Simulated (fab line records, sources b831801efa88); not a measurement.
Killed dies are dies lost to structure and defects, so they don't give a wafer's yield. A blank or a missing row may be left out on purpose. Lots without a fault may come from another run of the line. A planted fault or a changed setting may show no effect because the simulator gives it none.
fab line records | flow sfq_line
record lots=6 wafers=17 last_day=82
route steps=325 shown I6@270 M7@281 I7@296 M8@311
lots that met no fault: from a run of the same line without faults
start_h: hours from the record's first day to the start of the lot's first wafer shown | wait_h: hours since the lot's step before | " the same as in the row above | L1.1+2: a row that stands for several wafers | - no value, or no start given | * or withheld: withheld | < > ~ a bound
route shown NAME@n: a module of which the file shows steps, and the number in the route of the first | usual: mean/standard deviation of fault-free wafers | same: alike in all rows | chamber/n: place in a boat | sites: the reading at each site | _std_site: their standard deviation | _edge_site: outer sites' mean less inner sites' | radius_mm: how far each site lies from the wafer's centre | mask NAME#n: copy n | behind: the tool/chamber that last shaped the wafer | hold: why the lot was held/for how many hours/how that ended | device: the transistor (n, p or np) that didn't switch | end of line: the same wafers' tests at the end of the route | a step without rows: its recipe alone | killed: dies lost to structure and defects at the first sort, not the wafer's yield | map: a wafer's dies, x killed, . not, _ none there
set.NAME: the setting as run; set.NAME@STEP: as run at that earlier step | model.NAME: the simulator's own value behind a step, which no gauge read
lots at some steps of the route; a table a step, a row a wafer
services: from which hour (start_h, from the record's first day; less than 0 if before it) a tool's chamber was out of use, for how many hours, and why
## steps
# step SFQ_TRILAYER_I6_VIA_LITHO_COAT_174
# recipe resist=BARC spin_rpm=3000 resist_thk_nm=62
# step SFQ_TRILAYER_I6_VIA_LITHO_COAT_169
# recipe resist=KrF spin_rpm=3000 resist_thk_nm=650
# step SFQ_TRILAYER_I6_VIA_LITHO_SOFTBAKE_173
# recipe temp_c=withheld time_s=withheld resist=KrF
# step SFQ_TRILAYER_I6_VIA_LITHO_EXPOSE_170
# recipe mask_id=I6 na=0.6 source_shape=conventional sigma_outer=0.65 target_cd_nm=700 dose_mj=21.3
# step SFQ_TRILAYER_I6_VIA_LITHO_PEB_172
# recipe peb_temp_c=115 peb_time_s=60 resist=KrF
# step SFQ_TRILAYER_I6_VIA_LITHO_DEVELOP_171
# recipe time_s=60 resist=KrF
# step SFQ_I6_OVL_MEAS_942
# usual I6_OVL=-2/5.8
# columns lot.wafer tool chamber start_h wait_h I6_OVL[nm]
L102.1 overlay-01 - 1636.95 0.1 -2
L102.3 " - " " 0
L102.5 " - " " -3
L108.1 overlay-02 - 1685.80 0.1 -11
L108.5 " - " " -10
L108.6 " - " " -1
L111.1 overlay-02 - 1700.20 0.1 5
L111.3 " - " " 3
L112.2 overlay-02 - 1727.61 0.1 -3
L112.5 " - " " -1
L112.6 " - " " -4
L122.1 overlay-02 - 1792.04 0.1 -10
L122.3 " - " " -11
L122.5 " - " " -7
L123.1 overlay-02 - 1795.64 0.1 -8
L123.5 " - " " -5
L123.6 " - " " -2
# step SFQ_TRILAYER_I6_VIA_BARC_OPEN_VIA_ETCH_235
# recipe mask_material=PR chemistry=O2 target_depth_nm=125 target=BARC source_w=500 bias_w=80 pressure_mtorr=30 time_s=41.7
# usual drypump_motor_current_A=5.8/0.58 oes_product_au=0.685/0.0046
# columns lot.wafer tool chamber start_h wait_h drypump_motor_current_A oes_product_au rf_hours_counter_h
L102.1 rie_diel-03 0 1636.99 0.0 5.1 0.694 8
L102.3 " 3 " " 5.2 0.687 0
L102.5 " 2 " " 6.5 0.687 -
L108.1 rie_diel-02 1 1685.84 0.0 4.8 0.682 17
L108.5 " 2 " " 5.6 0.682 -
L108.6 " 3 " " 5.8 0.688 -
L111.1 rie_diel-04 2 1700.24 0.0 5.7 0.685 23
L111.3 " 0 " " 5.5 0.694 18
L112.2 rie_diel-02 0 1727.64 0.0 6.4 0.690 19
L112.5 " 1 " " 4.8 0.683 -
L112.6 " 2 " " 5.6 0.679 -
L122.1 rie_diel-03 2 1792.08 0.0 6.5 0.686 6
L122.3 " 0 " " 5.1 0.682 11
L122.5 " 0 " " 5.1 0.680 -
L123.1 rie_diel-04 0 1795.68 0.0 5.5 0.688 20
L123.5 " 0 " " 5.5 0.681 -
L123.6 " 3 " " 6.3 0.680 -
# step SFQ_TRILAYER_I6_VIA_ETCH_VIA_ETCH_172
# recipe target=SiO2 stop_on=Nb mask_material=PR taper_deg=20 chemistry=CHF3 target_depth_nm=260 source_w=500 bias_w=80 pressure_mtorr=30 time_s=withheld
# step SFQ_TRILAYER_I6_VIA_STRIP_STRIP_173
# recipe gas=O2 power_w=200 platen_temp_c=40 overash_fraction=0.65 chemistry=O2 pressure_mtorr=50
# step SFQ_TRILAYER_I6_VIA_STRIP_SOLV_CLEAN_174
# recipe chemistry=NMP temp_c=70 time_s=600
# step SFQ_TRILAYER_M7_DEP_PRE_CLEAN_176
# recipe gas=Ar time_s=22.5 bias_v=250
# step SFQ_TRILAYER_M7_DEP_SPUTTER_175
# recipe material=Nb base_pressure_pa=1.33e-06 chamber_pressure_pa=0.1333 substrate_temp_c=20 target_thk_nm=200 power_w=2000 time_s=133.3
# usual throttle_valve_pct=30.2/0.92
# columns lot.wafer tool chamber start_h wait_h throttle_valve_pct model.Nb_of_TRILAYER_M7_DEP_SPUTTER_175.thk_nm
L102.1 pvd_sputter-04 - 1637.95 0.0 31.1 203.1
L102.3 " - " " 30.5 202.8
L102.5 " - " " 31.0 201.3
L108.1 pvd_sputter-04 - 1686.80 0.0 30.8 285.2
L108.5 " - " " 30.7 200.1
L108.6 " - " " 29.0 200.2
L111.1 pvd_sputter-04 - 1701.20 0.0 29.4 284.4
L111.3 " - " " 31.3 287.7
L112.2 pvd_sputter-03 - 1728.60 0.0 32.2 198.7
L112.5 " - " " 29.5 197.2
L112.6 " - " " 32.1 197.5
L122.1 pvd_sputter-06 - 1793.04 0.0 29.3 201.1
L122.3 " - " " 29.0 199.8
L122.5 " - " " 28.9 200.3
L123.1 pvd_sputter-04 - 1797.24 0.0 30.7 199.2
L123.5 " - " " 30.6 201
L123.6 " - " " 29.3 198.3
# step SFQ_M7_RS_MEAS_943
# recipe thk_meas_gauge=four-point-probe reads=Nb_of_TRILAYER_M7_DEP_SPUTTER_175
# usual M7_NB_RS=0.887/0.0072
# columns lot.wafer tool chamber start_h wait_h M7_NB_RS[ohm/sq]
L102.1 film_metro-04 - 1638.05 0.0 0.873
L102.3 " - " " 0.876
L102.5 " - " " 0.884
L108.1 film_metro-04 - 1686.89 0.0 0.621
L108.5 " - " " 0.887
L108.6 " - " " 0.888
L111.1 film_metro-04 - 1701.29 0.0 0.623
L111.3 " - " " 0.616
L112.2 film_metro-01 - 1728.71 0.1 0.897
L112.5 " - " " 0.903
L112.6 " - " " 0.899
L122.1 film_metro-01 - 1793.13 0.0 0.884
L122.3 " - " " 0.890
L122.5 " - " " 0.887
L123.1 film_metro-03 - 1797.33 0.0 0.895
L123.5 " - " " 0.888
L123.6 " - " " 0.900
# step SFQ_TRILAYER_M7_LITHO_COAT_182
# recipe resist=BARC spin_rpm=3000 resist_thk_nm=62
# step SFQ_TRILAYER_M7_LITHO_COAT_177
# recipe resist=KrF spin_rpm=3000 resist_thk_nm=600
# step SFQ_TRILAYER_M7_LITHO_SOFTBAKE_181
# recipe temp_c=withheld time_s=withheld resist=KrF
# step SFQ_TRILAYER_M7_LITHO_EXPOSE_178
# recipe mask_id=M7 na=0.6 source_shape=conventional sigma_outer=0.65 target_cd_nm=500 dose_mj=14.4
# step SFQ_TRILAYER_M7_LITHO_PEB_180
# recipe peb_temp_c=115 peb_time_s=60 resist=KrF
# step SFQ_TRILAYER_M7_LITHO_DEVELOP_179
# recipe time_s=60 resist=KrF
# step SFQ_M7_OVL_MEAS_945
# usual M7_OVL=-1/6.5
# columns lot.wafer tool chamber start_h wait_h M7_OVL[nm]
L102.1 overlay-01 - 1663.37 0.1 -6
L102.3 " - " " -6
L102.5 " - " " -3
L108.1 overlay-01 - 1718.00 0.1 4
L108.5 " - " " -1
L108.6 " - " " -3
L111.1 overlay-02 - 1728.80 0.1 -3
L111.3 " - " " 6
L112.2 overlay-01 - 1754.00 0.1 1
L112.5 " - " " 8
L112.6 " - " " -2
L122.1 overlay-01 - 1816.04 0.1 -19
L122.3 " - " " -17
L122.5 " - " " -22
L123.1 overlay-01 - 1823.24 0.1 2
L123.5 " - " " 7
L123.6 " - " " 9
# step SFQ_TRILAYER_M7_BARC_OPEN_METAL_ETCH_229
# recipe mask_material=PR chemistry=O2 target_depth_nm=125 target=BARC icp_w=600 bias_w=80 pressure_mtorr=10 time_s=41.7
# step SFQ_TRILAYER_M7_ETCH_METAL_ETCH_180
# recipe target=Nb stop_on=SiO2 mask_material=PR chemistry=Cl2/Ar target_depth_nm=240 icp_w=600 bias_w=80 pressure_mtorr=10 time_s=120
# usual drypump_motor_current_A=5.8/0.5 oes_product_au=0.896/0.0063
# columns lot.wafer tool chamber start_h wait_h drypump_motor_current_A oes_product_au rf_hours_counter_h
L102.1 rie_metal-03 0 1663.46 0.0 6.1 0.905 50
L102.3 " 0 " " 6.0 0.890 -
L102.5 " 1 " " 5.0 0.907 -
L108.1 rie_metal-02 0 1718.10 0.0 6.4 0.995 98
L108.5 " 0 " " 6.4 0.896 -
L108.6 " 1 " " 5.6 0.901 -
L111.1 rie_metal-03 1 1728.90 0.0 5.0 1.000 89
L111.3 " 0 " " 6.1 1.003 -
L112.2 rie_metal-02 1 1754.09 0.0 5.6 0.883 51
L112.5 " 1 " " 5.6 0.897 -
L112.6 " 0 " " 6.4 0.877 -
L122.1 rie_metal-01 0 1816.14 0.0 6.1 0.893 119
L122.3 " 0 " " 6.1 0.901 -
L122.5 " 1 " " 5.5 0.901 -
L123.1 rie_metal-02 0 1823.34 0.0 6.4 0.893 115
L123.5 " 0 " " 6.5 0.899 -
L123.6 " 1 " " 5.6 0.893 -
# step SFQ_TRILAYER_M7_STRIP_STRIP_181
# recipe gas=O2 power_w=200 platen_temp_c=40 overash_fraction=0.65 chemistry=O2 pressure_mtorr=50
# usual drypump_motor_current_A=5.8/0.5 oes_product_au=0.998/0.0058
# same overash_fraction=0.65
# columns lot.wafer tool chamber start_h wait_h drypump_motor_current_A oes_product_au rf_hours_counter_h
L102.1 rie_metal-03 0 1663.59 0.1 6.0 0.998 50
L102.3 " 0 " " 6.0 0.998 -
L102.5 " 1 " " 4.9 1.000 -
L108.1 rie_metal-02 0 1718.22 0.1 6.4 1.003 98
L108.5 " 0 " " 6.4 0.998 -
L108.6 " 1 " " 5.6 1.004 -
L111.1 rie_metal-03 1 1729.02 0.1 4.9 1.006 89
L111.3 " 0 " " 6.0 1.002 -
L112.2 rie_metal-02 1 1754.21 0.1 5.6 0.989 52
L112.5 " 1 " " 5.6 0.998 -
L112.6 " 0 " " 6.5 1.000 -
L122.1 rie_metal-01 0 1816.26 0.1 6.1 1.003 119
L122.3 " 0 " " 6.1 0.997 -
L122.5 " 1 " " 5.5 1.003 -
L123.1 rie_metal-02 0 1823.46 0.1 6.5 1.004 115
L123.5 " 0 " " 6.4 0.995 -
L123.6 " 1 " " 5.6 0.990 -
# step SFQ_TRILAYER_M7_STRIP_SOLV_CLEAN_182
# recipe chemistry=NMP temp_c=70 time_s=600
# step SFQ_TRILAYER_I7_DEP_PECVD_183
# recipe material=SiO2 temp_c=150 time_s=111.11 pressure_torr=2.4 rf_w=183.3 precursor=SiH4/N2O target_thk_nm=500
# usual heater_power_w=84/20 throttle_valve_pct=25.2/1.2
# columns lot.wafer tool chamber start_h wait_h heater_power_w throttle_valve_pct
L102.1 pecvd-04 2 1664.36 0.0 110 23.7
L102.3 " 1 " " 81 25.3
L102.5 " 2 " " 113 24.1
L108.1 pecvd-01 1 1719.00 0.0 65 25.5
L108.5 " 1 " " 67 25.9
L108.6 " 0 " " 59 22.9
L111.1 pecvd-01 2 1729.80 0.0 104 24.4
L111.3 " 0 " " 64 23.1
L112.2 pecvd-02 1 1754.99 0.0 85 26.8
L112.5 " 0 " " 99 26.3
L112.6 " 2 " " 80 25.3
L122.1 pecvd-01 1 1817.04 0.0 66 26.4
L122.3 " 2 " " 121 24.8
L122.5 " 1 " " 64 26.0
L123.1 pecvd-02 1 1824.24 0.0 78 27.0
L123.5 " 0 " " 102 26.2
L123.6 " 1 " " 80 26.5
# step SFQ_TRILAYER_I7_CMP_CMP_184
# recipe material=SiO2 down_force_psi=3 platen_rpm=60 pad_velocity_m_s=0.94248
# step SFQ_I7_BOW_MEAS_946
# recipe mode=bow
# usual I7_BOW=7/10
# columns lot.wafer tool chamber start_h wait_h I7_BOW[um]
L102.1 film_metro-03 - 1671.44 1.0 3
L102.3 " - " " 3
L102.5 " - " " 1
L108.1 film_metro-03 - 1730.61 1.0 -5
L108.5 " - " " 9
L108.6 " - " " -6
L111.1 film_metro-03 - 1741.11 1.5 -1
L111.3 " - " " 13
L112.2 film_metro-02 - 1759.13 1.5 7
L112.5 " - " " 11
L112.6 " - " " 13
L122.1 film_metro-03 - 1820.12 1.5 22
L122.3 " - " " -4
L122.5 " - " " 9
L123.1 film_metro-02 - 1827.32 1.0 -7
L123.5 " - " " 5
L123.6 " - " " 4
# step SFQ_TRILAYER_I7_METRO_MEASURE_185
# usual thk_nm=200.1/0.93
# columns lot.wafer tool chamber start_h wait_h thk_nm
L102.1 film_metro-03 - 1671.56 0.1 198.8
L102.3 " - " " 200.6
L102.5 " - " " 199.4
L108.1 film_metro-03 - 1730.73 0.1 200.3
L108.5 " - " " 200.0
L108.6 " - " " 199.3
L111.1 film_metro-03 - 1741.23 0.1 199.0
L111.3 " - " " 198.7
L112.2 film_metro-02 - 1759.43 0.3 200.7
L112.5 " - " " 199.0
L112.6 " - " " 200.5
L122.1 film_metro-03 - 1820.24 0.1 199.8
L122.3 " - " " 199.1
L122.5 " - " " 200.6
L123.1 film_metro-02 - 1827.44 0.1 201.1
L123.5 " - " " 200.2
L123.6 " - " " 199.9
# step SFQ_TRILAYER_I7_VIA_LITHO_COAT_192
# recipe resist=BARC spin_rpm=3000 resist_thk_nm=62
# step SFQ_TRILAYER_I7_VIA_LITHO_COAT_187
# recipe resist=KrF spin_rpm=3000 resist_thk_nm=650
# step SFQ_TRILAYER_I7_VIA_LITHO_SOFTBAKE_191
# recipe temp_c=withheld time_s=withheld resist=KrF
# step SFQ_TRILAYER_I7_VIA_LITHO_EXPOSE_188
# recipe mask_id=I7 na=0.6 source_shape=conventional sigma_outer=0.65 target_cd_nm=1000 dose_mj=21.3
# step SFQ_TRILAYER_I7_VIA_LITHO_PEB_190
# recipe peb_temp_c=115 peb_time_s=60 resist=KrF
# step SFQ_TRILAYER_I7_VIA_LITHO_DEVELOP_189
# recipe time_s=60 resist=KrF
# step SFQ_I7_OVL_MEAS_947
# usual I7_OVL=0/6.3
# columns lot.wafer tool chamber start_h wait_h I7_OVL[nm]
L102.1 overlay-02 - 1753.79 0.1 10
L102.3 " - " " 2
L102.5 " - " " 9
L108.1 overlay-01 - 1805.39 0.1 5
L108.5 " - " " 6
L108.6 " - " " -5
L111.1 overlay-02 - 1853.39 0.1 5
L111.3 " - " " 7
L112.2 overlay-02 - 1869.19 0.1 -5
L112.5 " - " " 10
L112.6 " - " " -2
L122.1 overlay-01 - 1914.17 0.1 -4
L122.3 " - " " -3
L122.5 " - " " -5
L123.1 overlay-01 - 1915.49 0.1 -16
L123.5 " - " " -12
L123.6 " - " " -1
# step SFQ_TRILAYER_I7_VIA_BARC_OPEN_VIA_ETCH_260
# recipe mask_material=PR chemistry=O2 target_depth_nm=125 target=BARC source_w=500 bias_w=80 pressure_mtorr=30 time_s=41.7
# step SFQ_TRILAYER_I7_VIA_ETCH_VIA_ETCH_190
# recipe target=SiO2 stop_on=Nb mask_material=PR taper_deg=20 chemistry=CHF3 target_depth_nm=260 source_w=500 bias_w=80 pressure_mtorr=30 time_s=withheld
# usual drypump_motor_current_A=5.7/0.56 oes_product_au=0.854/0.0052
# columns lot.wafer tool chamber start_h wait_h drypump_motor_current_A oes_product_au
L102.1 rie_diel-01 0 1753.86 0.0 5.7 0.851
L102.3 " 2 " " 5.6 0.856
L102.5 " 1 " " 4.7 0.854
L108.1 rie_diel-02 1 1805.46 0.0 4.8 0.849
L108.5 " 3 " " 5.8 0.858
L108.6 " 1 " " 4.8 0.861
L111.1 rie_diel-02 2 1853.46 0.0 5.6 0.853
L111.3 " 3 " " 5.8 0.845
L112.2 rie_diel-02 2 1869.26 0.0 5.6 0.858
L112.5 " 3 " " 5.8 0.848
L112.6 " 2 " " 5.6 0.848
L122.1 rie_diel-01 0 1914.25 0.0 5.7 0.851
L122.3 " 3 " " 6.4 0.843
L122.5 " 2 " " 5.6 0.856
L123.1 rie_diel-04 0 1915.57 0.0 5.5 0.861
L123.5 " 1 " " 6.2 0.856
L123.6 " 2 " " 5.6 0.857
# step SFQ_TRILAYER_I7_VIA_STRIP_STRIP_191
# recipe gas=O2 power_w=200 platen_temp_c=40 overash_fraction=0.65 chemistry=O2 pressure_mtorr=50
# step SFQ_TRILAYER_I7_VIA_STRIP_SOLV_CLEAN_192
# recipe chemistry=NMP temp_c=70 time_s=600
# step SFQ_TRILAYER_M8_LITHO_LOR_COAT_197
# recipe resist=lift-off spin_rpm=3000
# step SFQ_M8_BOW_MEAS_951
# recipe mode=bow
# usual M8_BOW=8/11
# columns lot.wafer tool chamber start_h wait_h M8_BOW[um] model.etest.m7.comb_log10_ohm model.etest.m7.ohm_sq
L102.1 film_metro-02 - 1784.77 0.0 5 12 0.8764
L102.3 " - " " 5 12 0.8774
L102.5 " - " " 3 12 0.8839
L108.1 film_metro-02 - 1833.97 0.0 -3 0 0.6239
L108.5 " - " " 11 12 0.8894
L108.6 " - " " -4 12 0.8888
L111.1 film_metro-04 - 1878.39 0.0 -1 0 0.6257
L111.3 " - " " 15 0 0.6186
L112.2 film_metro-04 - 1900.74 0.0 7 12 0.8957
L112.5 " - " " 10 12 0.9023
L112.6 " - " " 13 12 0.9009
L122.1 film_metro-04 - 1958.55 0.0 24 12 0.8848
L122.3 " - " " -2 12 0.8907
L122.5 " - " " 10 12 0.8886
L123.1 film_metro-01 - 1962.40 0.0 -7 12 0.8935
L123.5 " - " " 5 12 0.8854
L123.6 " - " " 5 12 0.8976
## services
# columns tool chamber start_h hours kind
rie_diel-02 - 1616.19 0.7 repair
pecvd-02 0 1621.04 4.2 repair
rie_diel-04 2 1627.83 3.0 repair
pecvd-02 - 1635.49 0.9 repair
rie_metal-02 - 1642.20 0.2 repair
rie_diel-02 - 1675.91 2.8 pm
rie_diel-04 0 1676.67 16.9 repair
rie_diel-04 3 1683.20 5.0 repair
film_metro-03 - 1685.22 0.5 pm
pvd_sputter-04 - 1690.26 4.1 repair
rie_diel-04 2 1739.13 4.2 repair
film_metro-03 - 1784.96 0.6 pm
rie_metal-03 0 1800.24 3.8 repair
rie_metal-02 - 1818.40 2.8 pm
film_metro-03 - 1825.50 3.2 pm
pvd_sputter-04 - 1838.47 1.3 repair
rie_diel-04 3 1838.79 26.0 repair
film_metro-03 - 1850.34 0.3 pm
rie_metal-02 - 1854.29 0.2 repair
pvd_sputter-04 - 1877.97 4.1 repair
pvd_sputter-04 - 1880.30 3.7 repair
rie_diel-04 2 1886.29 5.8 repair
rie_diel-02 1 1893.13 4.6 repair
pecvd-01 - 1896.25 1.4 repair
## key
first_sign step=SFQ_M7_RS_MEAS_943 reading=M7_NB_RS direction=down sigmas=37 usual=0.887 struck=0.620
effect step=SFQ_TRILAYER_M7_ETCH_METAL_ETCH_180 reading=oes_product_au direction=up sigmas=16 usual=0.896 struck=0.999
model_effect step=SFQ_TRILAYER_M7_DEP_SPUTTER_175 value=Nb_of_TRILAYER_M7_DEP_SPUTTER_175.thk_nm without=202 struck=285.8
model_effect step=SFQ_M8_BOW_MEAS_951 value=etest.m7.comb_log10_ohm without=12 struck=0
met_at SFQ_TRILAYER_M7_DEP_SPUTTER_175
struck_wafers L108.1,L111.1,L111.3
onset_between 1637.95 1686.80
fault kind=process_parameter_drift tool=pvd_sputter-04 chamber=- onset_h=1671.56 steps=SFQ_TRILAYER_M7_DEP_SPUTTER_175 channel=target_thk_nm offset=83.771 shape=step end_h=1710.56 scope=struck_wafers_only acts_in=these_recipes_only stated=200
